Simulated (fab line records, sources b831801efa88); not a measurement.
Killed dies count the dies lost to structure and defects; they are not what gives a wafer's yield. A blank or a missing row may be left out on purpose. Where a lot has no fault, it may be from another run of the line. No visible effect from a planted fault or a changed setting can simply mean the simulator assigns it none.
Which tool is to blame? || flow gf180mcu || 17 wafers from 6 lots sampled at 3 of the route's 602 steps

== WHAT THE GAUGES SHOWED, per wafer ==
GF_CONTACT_CD_MEAS_14: target cd 220 nm.
{"lot": "L951", "measured": "day 16 09:17", "on": "cdSem-02", "cdNm (nm)": "220.9 221.5 221.5"}
{"lot": "L952", "measured": "day 17 02:27", "on": "cdSem-02", "cdNm (nm)": "223.8 223.3 222.6"}
{"lot": "L959", "measured": "day 19 07:56", "on": "cdSem-01", "cdNm (nm)": "219.1 216.0"}
{"lot": "L969", "measured": "day 22 18:50", "on": "cdSem-01", "cdNm (nm)": "219.7 218.4 220.7"}
{"lot": "L971", "measured": "day 23 18:12", "on": "cdSem-02", "cdNm (nm)": "221.1 220.9 221.3"}
{"lot": "L973", "measured": "day 24 05:41", "on": "cdSem-01", "cdNm (nm)": "220.5 220.1 221.1"}

== WHAT TOOL EACH LOT RAN ON (gives the tool, then ch and the chambers of the sampled wafers, and finally the start) ==
{"lot": "L951", "GF_SALICIDE_RTA_06": "rtpAnneal-01 ch 0, day 15 11:08", "GF_CONTACT_COAT_09": "lithoTrack-04 ch 0, day 15 22:00"}
{"lot": "L952", "GF_SALICIDE_RTA_06": "rtpAnneal-02 ch 0, day 16 02:56", "GF_CONTACT_COAT_09": "lithoTrack-02 ch 0, day 16 14:00"}
{"lot": "L959", "GF_SALICIDE_RTA_06": "rtpAnneal-02 ch 0, day 18 06:59", "GF_CONTACT_COAT_09": "lithoTrack-01 ch 0, day 18 19:00"}
{"lot": "L969", "GF_SALICIDE_RTA_06": "rtpAnneal-01 ch 0, day 21 18:46", "GF_CONTACT_COAT_09": "lithoTrack-04 ch 0, day 22 07:00"}
{"lot": "L971", "GF_SALICIDE_RTA_06": "rtpAnneal-01 ch 0, day 22 18:00", "GF_CONTACT_COAT_09": "lithoTrack-02 ch 0, day 23 06:00"}
{"lot": "L973", "GF_SALICIDE_RTA_06": "rtpAnneal-01 ch 0, day 23 06:49", "GF_CONTACT_COAT_09": "lithoTrack-04 ch 0, day 23 18:00"}
- GF_SALICIDE_RTA_06: time 30 s.
- GF_CONTACT_COAT_09: resist thk 1000 nm.

== THE ANSWER, worked out from the rows above alone ==
Rule: the usual values come from the lots themselves. Put in order of their means at a reading, lots are off if they are a third of the lots or fewer, leave a main group of 4 or more, and stand apart from it by a gap of 3 or more times the standard deviation of the main group's means; of several such gaps the widest counts. Not used: any main group whose means are identical at the precision the tables above print for the reading. Also off: a lot with no number at a reading for which 4 or more lots have one. All remaining lots with rows at the step are treated as sound.
No lot is off at any reading shown: from this, nothing can be told.

== WHAT THE SIMULATOR PUT IN ==
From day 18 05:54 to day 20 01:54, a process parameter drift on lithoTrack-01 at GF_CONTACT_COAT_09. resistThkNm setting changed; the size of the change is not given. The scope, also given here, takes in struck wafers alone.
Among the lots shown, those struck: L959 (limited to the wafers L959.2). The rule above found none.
